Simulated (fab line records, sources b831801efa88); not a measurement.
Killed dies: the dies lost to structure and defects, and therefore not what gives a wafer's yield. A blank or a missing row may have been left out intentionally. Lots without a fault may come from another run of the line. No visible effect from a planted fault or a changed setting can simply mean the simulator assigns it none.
The tool behind it: which one? + flow sky130 + 29 wafers from 10 lots sampled at 6 of the route's 708 steps

== WHAT THE GAUGES READ, wafer by wafer ==
SKY_VIA1_CD_MEAS_12 targets a cd of 150 nm. Usual: cd-nm 149.8 nm, standard deviation 1.6.
| lot  | measured     | on        | cd-nm (nm)        | flag |
|------|--------------|-----------|-------------------|------|
| L742 | day 34 07:56 | cd-sem-02 | 149.8 148.2 149.4 |      |
| L743 | day 34 14:19 | cd-sem-01 | 150.2 150.6 150.3 |      |
| L744 | day 34 17:55 | cd-sem-02 | 148.9 149.0 149.1 |      |
| L750 | day 36 12:58 | cd-sem-02 | 149.3 149.6 150.0 |      |
| L752 | day 37 06:49 | cd-sem-02 | 150.8 149.5 151.6 |      |
| L754 | day 37 23:32 | cd-sem-02 | 149.3 147.5 149.6 |      |
| L755 | day 38 06:32 | cd-sem-02 | 149.7 152.0 151.4 |      |
| L762 | day 40 08:37 | cd-sem-02 | 150.3 149.1 151.2 |      |
| L763 | day 40 13:35 | cd-sem-01 | 150.0 149.9       |      |
| L765 | day 40 21:17 | cd-sem-02 | 149.8 149.0 150.7 |      |

SKY_CAP2M_RS_MEAS_03: measurement is done with a four-point probe. Usual: CAP2M_TIN_RS typically reads 6.87 ohm/sq, with standard deviation 0.073.
| lot  | measured     | on            | CAP2M_TIN_RS (ohm/sq) | flag |
|------|--------------|---------------|-----------------------|------|
| L742 | day 40 00:49 | film-metro-01 | 6.91 6.88 6.86        |      |
| L743 | day 40 08:54 | film-metro-04 | 7.10 6.90 7.03        |      |
| L744 | day 40 10:08 | film-metro-04 | 6.92 6.89 6.85        |      |
| L750 | day 42 03:40 | film-metro-04 | 6.91 6.90 6.86        |      |
| L752 | day 42 19:10 | film-metro-04 | 6.95 6.91 6.94        |      |
| L754 | day 43 08:49 | film-metro-03 | 6.96 6.94 6.88        |      |
| L755 | day 43 13:44 | film-metro-04 | 6.81 6.90 6.85        |      |
| L762 | day 45 11:46 | film-metro-04 | 6.87 6.87 6.87        |      |
| L763 | day 45 16:03 | film-metro-01 | 7.19 7.21             | OFF  |
| L765 | day 46 00:04 | film-metro-04 | 7.29 7.31 7.35        | OFF  |

SKY_CAP2M_THK_MEAS_04: measures by xrf. Usual: CAP2M_TIN_THK typically reads 201.6 nm, with standard deviation 2.3.
| lot  | measured     | on            | CAP2M_TIN_THK (nm) | flag |
|------|--------------|---------------|--------------------|------|
| L742 | day 40 00:55 | film-metro-01 | 201.6 201.7 201.6  |      |
| L743 | day 40 09:00 | film-metro-04 | 195.0 201.3 196.7  |      |
| L744 | day 40 10:15 | film-metro-04 | 202.0 200.6 202.0  |      |
| L750 | day 42 03:47 | film-metro-04 | 201.3 201.9 202.5  |      |
| L752 | day 42 19:17 | film-metro-04 | 200.2 201.4 201.4  |      |
| L754 | day 43 08:56 | film-metro-03 | 197.5 198.5 200.1  |      |
| L755 | day 43 13:51 | film-metro-04 | 202.0 200.9 201.7  |      |
| L762 | day 45 11:53 | film-metro-04 | 200.7 201.3 201.7  |      |
| L763 | day 45 16:10 | film-metro-01 | 193.7 193.4        | OFF  |
| L765 | day 46 00:10 | film-metro-04 | 189.1 190.0 188.6  | OFF  |

== WHICH TOOL RAN EACH LOT (tool, then ch and the chambers of the sampled wafers, then the start) ==
| lot  | SKY_METAL3_ETCH_16                | SKY_METAL4_SPUTTER_01        | SKY_CAP2M_SPUTTER_02         |
|------|-----------------------------------|------------------------------|------------------------------|
| L742 | rie-metal-02 ch 0, day 38 20:55   | pvd-sputter-01, day 40 00:28 | pvd-sputter-03, day 40 00:41 |
| L743 | rie-metal-04 ch 0,1, day 39 04:11 | pvd-sputter-02, day 40 08:32 | pvd-sputter-01, day 40 08:45 |
| L744 | rie-metal-04 ch 0,1, day 39 06:46 | pvd-sputter-04, day 40 09:49 | pvd-sputter-02, day 40 10:01 |
| L750 | rie-metal-01 ch 0, day 41 00:25   | pvd-sputter-01, day 42 03:19 | pvd-sputter-03, day 42 03:34 |
| L752 | rie-metal-04 ch 0,1, day 41 16:34 | pvd-sputter-04, day 42 18:50 | pvd-sputter-02, day 42 19:04 |
| L754 | rie-metal-02 ch 0,1, day 42 07:10 | pvd-sputter-01, day 43 08:28 | pvd-sputter-02, day 43 08:41 |
| L755 | rie-metal-04 ch 0,1, day 42 11:55 | pvd-sputter-01, day 43 13:24 | pvd-sputter-03, day 43 13:37 |
| L762 | rie-metal-04 ch 0,1, day 44 10:31 | pvd-sputter-02, day 45 11:26 | pvd-sputter-01, day 45 11:39 |
| L763 | rie-metal-04 ch 0, day 44 15:01   | pvd-sputter-04, day 45 15:43 | pvd-sputter-03, day 45 15:55 |
| L765 | rie-metal-02 ch 0,1, day 44 23:16 | pvd-sputter-04, day 45 23:43 | pvd-sputter-03, day 45 23:56 |
- SKY_METAL3_ETCH_16: etches BARC in N2/H2, stops on SiO2, time 88.2 s, target depth 60 nm.
- SKY_METAL4_SPUTTER_01: material TiN, target thk 20 nm, time 16.7 s.
- SKY_CAP2M_SPUTTER_02: material TiN, target thk 200 nm, time 166.7 s.

== WHAT THE TOOLS THEMSELVES READ (means of the sampled wafers that have a number; where no wafer has one, the mark that the record gives instead) ==
SKY_METAL3_ETCH_16. Usual: drypump-motor-current-A 5.8 A, standard deviation 0.48; oes-product-au 0.625 a.u., standard deviation 0.0046; throttle-valve-pct 13.205 %, standard deviation 0.0093.
| lot  | tool         | drypump-motor-current-A (A) | oes-product-au (a.u.) | throttle-valve-pct (%) | flag |
|------|--------------|-----------------------------|-----------------------|------------------------|------|
| L742 | rie-metal-02 | 5.8                         | 0.627                 | 13.198                 |      |
| L743 | rie-metal-04 | 6.1                         | 0.626                 | 13.212                 |      |
| L744 | rie-metal-04 | 5.8                         | 0.626                 | 13.201                 |      |
| L750 | rie-metal-01 | 6.2                         | 0.627                 | 13.215                 |      |
| L752 | rie-metal-04 | 5.8                         | 0.624                 | 13.194                 |      |
| L754 | rie-metal-02 | 5.9                         | 0.622                 | 13.205                 |      |
| L755 | rie-metal-04 | 6.1                         | 0.618                 | 13.211                 |      |
| L762 | rie-metal-04 | 6.1                         | 0.621                 | 13.210                 |      |
| L763 | rie-metal-04 | 6.4                         | 0.621                 | 13.198                 |      |
| L765 | rie-metal-02 | 6.1                         | 0.624                 | 13.215                 |      |

SKY_METAL4_SPUTTER_01. Usual: cathode-dc-power-W 6499.9 W, standard deviation 1.2; throttle-valve-pct 30.1 %, standard deviation 0.69.
| lot  | tool           | cathode-dc-power-W (W) | throttle-valve-pct (%) | flag |
|------|----------------|------------------------|------------------------|------|
| L742 | pvd-sputter-01 | 6500.0                 | 29.4                   |      |
| L743 | pvd-sputter-02 | 6499.0                 | 30.5                   |      |
| L744 | pvd-sputter-04 | 6500.6                 | 30.3                   |      |
| L750 | pvd-sputter-01 | 6500.1                 | 30.6                   |      |
| L752 | pvd-sputter-04 | 6500.0                 | 29.9                   |      |
| L754 | pvd-sputter-01 | 6498.4                 | 30.6                   |      |
| L755 | pvd-sputter-01 | 6499.9                 | 31.0                   |      |
| L762 | pvd-sputter-02 | 6499.4                 | 30.4                   |      |
| L763 | pvd-sputter-04 | 6499.2                 | 29.8                   |      |
| L765 | pvd-sputter-04 | 6500.4                 | 30.1                   |      |

SKY_CAP2M_SPUTTER_02. Usual: cathode-dc-power-W 6500.1 W, standard deviation 1.3; throttle-valve-pct 30.5 %, standard deviation 0.96.
| lot  | tool           | cathode-dc-power-W (W) | throttle-valve-pct (%) | flag |
|------|----------------|------------------------|------------------------|------|
| L742 | pvd-sputter-03 | 6500.9                 | 30.0                   |      |
| L743 | pvd-sputter-01 | 6498.6                 | 30.2                   |      |
| L744 | pvd-sputter-02 | 6500.8                 | 30.6                   |      |
| L750 | pvd-sputter-03 | 6499.9                 | 31.4                   |      |
| L752 | pvd-sputter-02 | 6499.5                 | 30.4                   |      |
| L754 | pvd-sputter-02 | 6499.8                 | 30.9                   |      |
| L755 | pvd-sputter-03 | 6500.7                 | 30.6                   |      |
| L762 | pvd-sputter-01 | 6500.1                 | 29.8                   |      |
| L763 | pvd-sputter-03 | 6181.8                 | 30.5                   | OFF  |
| L765 | pvd-sputter-03 | 6181.7                 | 30.2                   | OFF  |

== THE ANSWER, worked out from the rows above alone ==
Rule: take the mean of a lot's wafers that have a number; if it is more than 3 standard deviations from the usual mean, the lot is off. A lot without any number at a reading at which 4 lots or more have one is off too. The other lots that the step has rows for count as sound. First the gauges in route order, then the tools' own readings, where a lot's mean is used as printed above. The first step at which some lot is off is used, and at that step the reading that is off furthest; a lot without a number counts as furthest.
Off: L763, L765, seen at SKY_CAP2M_RS_MEAS_03 (CAP2M_TIN_RS).
If a tool, at a process step before that reading, ran all the lots that are off and no sound lot after the first of them, it fits. The gauges at SKY_CAP2M_RS_MEAS_03 aren't tried: what is off there is off at SKY_CAP2M_SPUTTER_02 too, on other tools, and a gauge's error can't cause that. Undecided on this evidence; 2 tools fit (pvd-sputter-04 at SKY_METAL4_SPUTTER_01, pvd-sputter-03 at SKY_CAP2M_SPUTTER_02).

== WHAT THE SIMULATOR HAD PUT IN ==
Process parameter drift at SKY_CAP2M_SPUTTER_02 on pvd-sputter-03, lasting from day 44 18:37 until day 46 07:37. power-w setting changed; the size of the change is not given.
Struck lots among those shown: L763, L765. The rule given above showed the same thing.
